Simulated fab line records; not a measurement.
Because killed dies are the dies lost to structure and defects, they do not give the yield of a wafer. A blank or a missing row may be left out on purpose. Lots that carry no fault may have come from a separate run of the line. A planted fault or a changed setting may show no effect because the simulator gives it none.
Which tool was responsible? :: flow gf180mcu :: 14 lots, 41 wafers sampled, at 5 steps of a route of 602

WHAT THE GAUGES READ, wafer by wafer
GF_VT_IMPLANT_TW_MEAS_43.
lot: L329
measured: day 7 13:57
on: film-metro-03
VT_IMPLANT_4_TW: 691 691 688

lot: L330
measured: day 7 23:08
on: film-metro-02
VT_IMPLANT_4_TW: 701 701 701

lot: L331
measured: day 8 11:08
on: film-metro-01
VT_IMPLANT_4_TW: 694 693 695

lot: L333
measured: day 8 18:55
on: film-metro-01
VT_IMPLANT_4_TW: 695 692 693

lot: L334
measured: day 8 23:25
on: film-metro-01
VT_IMPLANT_4_TW: 696 693 693

lot: L335
measured: day 9 12:30
on: film-metro-03
VT_IMPLANT_4_TW: 690 689 689

lot: L336
measured: day 9 17:44
on: film-metro-03
VT_IMPLANT_4_TW: 685 687 687

lot: L338
measured: day 10 07:29
on: film-metro-03
VT_IMPLANT_4_TW: 687 688 689

lot: L339
measured: day 10 13:41
on: film-metro-03
VT_IMPLANT_4_TW: 689 690 687

lot: L341
measured: day 11 03:40
on: film-metro-03
VT_IMPLANT_4_TW: 683 683 685

lot: L342
measured: day 11 09:32
on: film-metro-02
VT_IMPLANT_4_TW: 698 703

lot: L346
measured: day 12 10:46
on: film-metro-01
VT_IMPLANT_4_TW: 620 624 623 622 623 623

lot: L347
measured: day 12 18:29
on: film-metro-02
VT_IMPLANT_4_TW: 629 635 632 633 631 630

lot: L351
measured: day 14 03:58
on: film-metro-03
VT_IMPLANT_4_TW: 684 687 688

GF_HV_LDD_OVL_MEAS_47.
lot: L329
measured: day 12 10:55
on: overlay-01
HV_LDD_03_OVL (nm): 1.2 1.0 0.5

lot: L330
measured: day 12 21:38
on: overlay-02
HV_LDD_03_OVL (nm): 1.3 0.8 -0.5

lot: L331
measured: day 13 12:37
on: overlay-01
HV_LDD_03_OVL (nm): -2.5 -1.6 -2.6

lot: L333
measured: day 13 22:35
on: overlay-02
HV_LDD_03_OVL (nm): -0.2 0.1 -2.0

lot: L334
measured: day 14 05:25
on: overlay-01
HV_LDD_03_OVL (nm): 0.6 -1.0 -2.8

lot: L335
measured: day 14 19:55
on: overlay-01
HV_LDD_03_OVL (nm): -1.0 -1.1 0.0

lot: L336
measured: day 15 03:25
on: overlay-01
HV_LDD_03_OVL (nm): 0.2 -0.3 -1.5

lot: L338
measured: day 15 19:31
on: overlay-01
HV_LDD_03_OVL (nm): -0.3 -1.1 -0.5

lot: L339
measured: day 16 02:55
on: overlay-02
HV_LDD_03_OVL (nm): -0.4 -1.1 0.0

lot: L341
measured: day 16 19:14
on: overlay-02
HV_LDD_03_OVL (nm): 0.6 -0.1 -0.1

lot: L342
measured: day 16 23:34
on: overlay-02
HV_LDD_03_OVL (nm): 0.2 0.7

lot: L346
measured: day 18 10:07
on: overlay-02
HV_LDD_03_OVL (nm): -1.0 1.6 -0.2

lot: L347
measured: day 18 20:07
on: overlay-01
HV_LDD_03_OVL (nm): 0.0 1.0 -0.2

lot: L351
measured: day 20 09:14
on: overlay-02
HV_LDD_03_OVL (nm): 1.7 2.8 0.5

GF_SAB_CD_MEAS_09 targets a cd of 420 nm.
lot: L329
measured: day 15 05:05
on: cd-sem-02
cd-nm (nm): 424.9 424.6 425.9

lot: L330
measured: day 15 17:01
on: cd-sem-02
cd-nm (nm): 419.0 418.7 418.0

lot: L331
measured: day 16 09:36
on: cd-sem-02
cd-nm (nm): 417.5 419.5 417.9

lot: L333
measured: day 16 21:47
on: cd-sem-01
cd-nm (nm): 419.1 418.7 419.0

lot: L334
measured: day 17 03:43
on: cd-sem-01
cd-nm (nm): 420.0 417.9 418.4

lot: L335
measured: day 17 21:04
on: cd-sem-02
cd-nm (nm): 417.0 415.6 417.8

lot: L336
measured: day 18 05:00
on: cd-sem-02
cd-nm (nm): 420.2 417.8 418.8

lot: L338
measured: day 18 21:59
on: cd-sem-02
cd-nm (nm): 416.6 418.6 419.1

lot: L339
measured: day 19 05:29
on: cd-sem-02
cd-nm (nm): 419.0 416.1 417.9

lot: L341
measured: day 19 23:42
on: cd-sem-02
cd-nm (nm): 415.9 415.6 416.8

lot: L342
measured: day 20 04:35
on: cd-sem-02
cd-nm (nm): 417.9 421.8

lot: L346
measured: day 21 15:20
on: cd-sem-02
cd-nm (nm): 418.3 420.4 421.9

lot: L347
measured: day 22 01:08
on: cd-sem-01
cd-nm (nm): 416.4 415.9 419.2

lot: L351
measured: day 23 12:17
on: cd-sem-01
cd-nm (nm): 415.2 416.8 417.4

GF_SALICIDE_THK_MEAS_05: measures by xrf.
lot: L329
measured: day 15 05:44
on: film-metro-03
SALICIDE_TIN_THK (nm): 20.39 19.60 19.78

lot: L330
measured: day 15 17:43
on: film-metro-03
SALICIDE_TIN_THK (nm): 20.99 20.43 20.46

lot: L331
measured: day 16 10:19
on: film-metro-01
SALICIDE_TIN_THK (nm): 20.22 20.05 20.00

lot: L333
measured: day 16 22:26
on: film-metro-03
SALICIDE_TIN_THK (nm): 20.61 19.90 20.56

lot: L334
measured: day 17 04:21
on: film-metro-01
SALICIDE_TIN_THK (nm): 20.34 20.06 20.09

lot: L335
measured: day 17 21:46
on: film-metro-04
SALICIDE_TIN_THK (nm): 20.27 20.11 20.35

lot: L336
measured: day 18 05:43
on: film-metro-01
SALICIDE_TIN_THK (nm): 19.82 19.87 19.95

lot: L338
measured: day 18 22:40
on: film-metro-01
SALICIDE_TIN_THK (nm): 20.21 19.82 19.96

lot: L339
measured: day 19 06:11
on: film-metro-01
SALICIDE_TIN_THK (nm): 19.60 19.94 19.66

lot: L341
measured: day 20 00:23
on: film-metro-04
SALICIDE_TIN_THK (nm): 19.82 19.39 19.61

lot: L342
measured: day 20 05:15
on: film-metro-01
SALICIDE_TIN_THK (nm): 19.69 19.48

lot: L346
measured: day 21 16:01
on: film-metro-01
SALICIDE_TIN_THK (nm): 20.20 20.29 19.93

lot: L347
measured: day 22 01:49
on: film-metro-01
SALICIDE_TIN_THK (nm): 19.65 19.72 19.64

lot: L351
measured: day 23 12:58
on: film-metro-01
SALICIDE_TIN_THK (nm): 20.24 20.14 20.07

TOOL THAT RAN EACH LOT (tool first, then ch and the chambers of the sampled wafers, then the start)
lot: L329
GF_VT_IMPLANT_IMPLANT_41: implanter-02 ch 0, day 7 13:44

lot: L330
GF_VT_IMPLANT_IMPLANT_41: implanter-01 ch 0, day 7 22:53

lot: L331
GF_VT_IMPLANT_IMPLANT_41: implanter-02 ch 0, day 8 10:53

lot: L333
GF_VT_IMPLANT_IMPLANT_41: implanter-03 ch 0, day 8 18:41

lot: L334
GF_VT_IMPLANT_IMPLANT_41: implanter-01 ch 0, day 8 23:13

lot: L335
GF_VT_IMPLANT_IMPLANT_41: implanter-03 ch 0, day 9 12:16

lot: L336
GF_VT_IMPLANT_IMPLANT_41: implanter-03 ch 0, day 9 17:29

lot: L338
GF_VT_IMPLANT_IMPLANT_41: implanter-02 ch 0, day 10 07:14

lot: L339
GF_VT_IMPLANT_IMPLANT_41: implanter-01 ch 0, day 10 13:26

lot: L341
GF_VT_IMPLANT_IMPLANT_41: implanter-02 ch 0, day 11 03:25

lot: L342
GF_VT_IMPLANT_IMPLANT_41: implanter-01 ch 0, day 11 09:19

lot: L346
GF_VT_IMPLANT_IMPLANT_41: implanter-02 ch 0, day 12 10:31

lot: L347
GF_VT_IMPLANT_IMPLANT_41: implanter-02 ch 0, day 12 18:14

lot: L351
GF_VT_IMPLANT_IMPLANT_41: implanter-01 ch 0, day 14 03:41
- GF_VT_IMPLANT_IMPLANT_41

WHAT THE TOOLS THEMSELVES READ (means of the sampled wafers that have a number; where no wafer has one, the mark that the record gives instead)
GF_VT_IMPLANT_IMPLANT_41.
lot: L329
tool: implanter-02
end-station-pressure-torr (Torr): 5.03e-06

lot: L330
tool: implanter-01
end-station-pressure-torr (Torr): 4.78e-06

lot: L331
tool: implanter-02
end-station-pressure-torr (Torr): 4.73e-06

lot: L333
tool: implanter-03
end-station-pressure-torr (Torr): 5.11e-06

lot: L334
tool: implanter-01
end-station-pressure-torr (Torr): 5.05e-06

lot: L335
tool: implanter-03
end-station-pressure-torr (Torr): 5.11e-06

lot: L336
tool: implanter-03
end-station-pressure-torr (Torr): 5.08e-06

lot: L338
tool: implanter-02
end-station-pressure-torr (Torr): 4.93e-06

lot: L339
tool: implanter-01
end-station-pressure-torr (Torr): 5.21e-06

lot: L341
tool: implanter-02
end-station-pressure-torr (Torr): 5.47e-06

lot: L342
tool: implanter-01
end-station-pressure-torr (Torr): 5.16e-06

lot: L346
tool: implanter-02
end-station-pressure-torr (Torr): 5.20e-06

lot: L347
tool: implanter-02
end-station-pressure-torr (Torr): 4.79e-06

lot: L351
tool: implanter-01
end-station-pressure-torr (Torr): 5.09e-06

THE ANSWER, worked out from the rows above alone
Rule: what is usual is taken from the lots themselves. The widest of any qualifying gaps counts: lots, ordered by their means at a reading, are off when they make up no more than a third of the lots, leave a main group of 4 or more, and stand apart from it by 3 or more times the standard deviation of that group's means. A main group whose means are all the same, to the digits that the tables above print for the reading, isn't used. A lot without any number at a reading at which 4 lots or more have one is off too. Where the step has rows for the other lots, those lots are counted as sound. The gauges are gone through in route order, then the tools' own readings, and for those a lot's mean is taken as printed above. At the first step where some lot is off, the reading lying furthest off is the one used; lots without a number count as furthest.
Off: L346, L347, seen at GF_VT_IMPLANT_TW_MEAS_43 (VT_IMPLANT_4_TW). The main group: mean 691, standard deviation 5.2.
If a tool, at a process step before that reading, ran all the lots that are off and no sound lot after the first of them, it fits. Gauges at GF_VT_IMPLANT_TW_MEAS_43: tried the same way as those tools. One fits: implanter-02 at GF_VT_IMPLANT_IMPLANT_41. Its last sound lot is L341 (day 11 03:25), its first lot that is off L346 (day 12 10:31): a fault that began between those two fits.

WHAT THE SIMULATOR HAD INSERTED
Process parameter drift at GF_VT_IMPLANT_IMPLANT_41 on implanter-02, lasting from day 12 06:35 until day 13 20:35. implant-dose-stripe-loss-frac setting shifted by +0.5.
Shown lots that were struck: L346, L347. The rule given above showed the same thing.
